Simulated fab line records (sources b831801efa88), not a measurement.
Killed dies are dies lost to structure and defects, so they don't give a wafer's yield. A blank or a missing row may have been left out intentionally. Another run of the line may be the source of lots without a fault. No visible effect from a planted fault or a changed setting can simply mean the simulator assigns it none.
Which of the tools did it?	flow gf180mcu	11 lots, 33 wafers sampled, at 5 steps of a route of 602

== WHAT THE GAUGES READ, wafer by wafer ==
GF_STI_THK_MEAS_30.
lot	measured	on	STI_OXIDATION_02_THK (nm)
L521	day 2 11:01	filmMetro-02	10.00 10.11 10.18
L522	day 3 02:13	filmMetro-02	10.19 10.25 10.39
L523	day 3 02:13	filmMetro-04	10.11 10.10 10.11
L526	day 3 14:55	filmMetro-01	10.21 10.26 10.18
L532	day 4 13:40	filmMetro-02	9.97 10.06 9.88
L533	day 4 20:03	filmMetro-02	10.19 10.01 10.11
L534	day 4 23:35	filmMetro-01	9.82 10.04 10.10
L535	day 5 09:53	filmMetro-04	10.08 10.10 10.11
L536	day 5 11:55	filmMetro-01	9.99 9.99 10.08
L539	day 6 03:01	filmMetro-02	10.04 10.12 10.13
L543	day 6 23:49	filmMetro-01	10.01 10.05 9.87

GF_POLY_GATE_CD_MEAS_10: the cd target is 280 nm.
lot	measured	on	cdNm (nm)
L521	day 9 06:13	cdSem-02	282.3 281.2 281.9
L522	day 10 02:47	cdSem-01	280.4 279.7 280.8
L523	day 10 03:08	cdSem-01	277.7 278.1 278.1
L526	day 10 20:52	cdSem-02	278.5 279.6 279.3
L532	day 12 03:41	cdSem-02	332.3 331.7 331.9
L533	day 12 14:28	cdSem-01	320.2 321.5 319.6
L534	day 12 20:23	cdSem-02	280.0 280.5 280.7
L535	day 13 06:44	cdSem-02	280.8 280.6 280.9
L536	day 13 11:54	cdSem-02	279.2 279.9 279.3
L539	day 14 08:45	cdSem-02	280.4 278.3 279.0
L543	day 15 15:22	cdSem-01	279.1 279.0 278.8

GF_POLY_GATE_CD_MEAS_18.
lot	measured	on	cdNm (nm)
L521	day 9 08:46	cdSem-02	281.6 278.2 282.2
L522	day 10 04:49	cdSem-02	277.6 277.8 278.8
L523	day 10 06:03	cdSem-01	277.7 277.2 279.1
L526	day 10 23:41	cdSem-02	276.4 278.2 278.8
L532	day 12 06:04	cdSem-02	330.1 329.7 328.9
L533	day 12 16:22	cdSem-01	318.2 319.7 319.1
L534	day 12 23:51	cdSem-01	277.0 277.4 278.8
L535	day 13 09:12	cdSem-02	280.1 278.0 279.7
L536	day 13 14:26	cdSem-02	278.4 280.5 280.3
L539	day 14 15:02	cdSem-02	280.2 278.2 280.8
L543	day 15 17:52	cdSem-01	277.3 278.5 277.0

GF_V2_THK_MEAS_01.
lot	measured	on	V2_CVD_00_THK (nm)
L521	day 19 05:29	filmMetro-01	577 596 588
L522	day 20 08:47	filmMetro-03	609 591 604
L523	day 20 11:55	filmMetro-01	585 594 618
L526	day 21 09:16	filmMetro-01	605 585 606
L532	day 22 22:55	filmMetro-03	605 594 597
L533	day 23 11:17	filmMetro-01	603 600 620
L534	day 23 18:53	filmMetro-01	596 604 590
L535	day 24 05:45	filmMetro-01	605 596 597
L536	day 24 11:37	filmMetro-01	596 598 598
L539	day 25 15:24	filmMetro-04	602 600 613
L543	day 26 17:27	filmMetro-01	607 591 606

== WHAT TOOL EACH LOT RAN ON (gives the tool, then ch and the chambers of the sampled wafers, and finally the start) ==
lot	GF_POLY_GATE_EXPOSE_07
L521	krfScanner-01 ch 0, day 8 21:48
L522	krfScanner-02 ch 0, day 9 18:24
L523	krfScanner-01 ch 0, day 9 18:48
L526	krfScanner-01 ch 0, day 10 11:55
L532	krfScanner-02 ch 0, day 11 18:41
L533	krfScanner-02 ch 0, day 12 05:08
L534	krfScanner-01 ch 0, day 12 11:47
L535	krfScanner-01 ch 0, day 12 21:01
L536	krfScanner-01 ch 0, day 13 02:16
L539	krfScanner-01 ch 0, day 13 21:58
L543	krfScanner-01 ch 0, day 15 04:46
- GF_POLY_GATE_EXPOSE_07: exposes mask Poly2, target cd 280 nm.

== WHAT THE TOOLS THEMSELVES READ (means of the sampled wafers that have a number; where no wafer has one, the mark that the record gives instead) ==
GF_POLY_GATE_EXPOSE_07.
lot	tool	exposureDoseMJCm2	reticleTempC (C)
L521	krfScanner-01	27.987	22.99
L522	krfScanner-02	27.958	23.26
L523	krfScanner-01	28.019	22.91
L526	krfScanner-01	27.996	23.02
L532	krfScanner-02	20.048	22.88
L533	krfScanner-02	21.647	22.99
L534	krfScanner-01	28.002	23.03
L535	krfScanner-01	27.996	22.88
L536	krfScanner-01	28.000	23.00
L539	krfScanner-01	28.013	22.89
L543	krfScanner-01	27.997	22.92

== THE ANSWER, worked out from the rows above alone ==
Rule: the usual values come from the lots themselves. Put in order of their means at a reading, lots are off if they are a third of the lots or fewer, leave a main group of 4 or more, and stand apart from it by a gap of 3 or more times the standard deviation of the main group's means; of several such gaps the widest counts. Not used: any main group whose means are identical at the precision the tables above print for the reading. Also off: a lot with no number at a reading for which 4 or more lots have one. All remaining lots with rows at the step are treated as sound. After the gauges, taken in route order, come the tools' own readings; for these a lot's mean is taken, as printed above. At the first step where some lot is off, the reading lying furthest off is the one used; lots without a number count as furthest.
Off: L532, L533 (GF_POLY_GATE_CD_MEAS_10, cdNm). Main group: mean 279.8 nm, sd 1.1.
A tool fits if, at a process step before that reading, it ran every lot that is off, and no sound lot after the first of them. Not tried: the gauges at GF_POLY_GATE_CD_MEAS_10; whatever is off there is also off at GF_POLY_GATE_EXPOSE_07, on other tools, and gauge error can't account for it. One candidate fits, namely krfScanner-02 at GF_POLY_GATE_EXPOSE_07. A fault onset in the window from L522 (day 9 18:24, its last sound lot) to L532 (day 11 18:41, its first lot off) fits.
The tool's own readings at GF_POLY_GATE_EXPOSE_07 bear it out: on the lots that are off they differ by more than 5 times the standard deviation of the sound lots' means. exposureDoseMJCm2 reads 20.847 there against 27.996 on the sound lots.

== WHAT HAD BEEN PUT IN BY THE SIMULATOR ==
Process parameters drifting: krfScanner-02 at GF_POLY_GATE_EXPOSE_07, beginning at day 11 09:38. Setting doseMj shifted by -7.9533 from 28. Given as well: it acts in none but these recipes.
Lots struck among those shown: L532, L533. The same result came from the rule above.
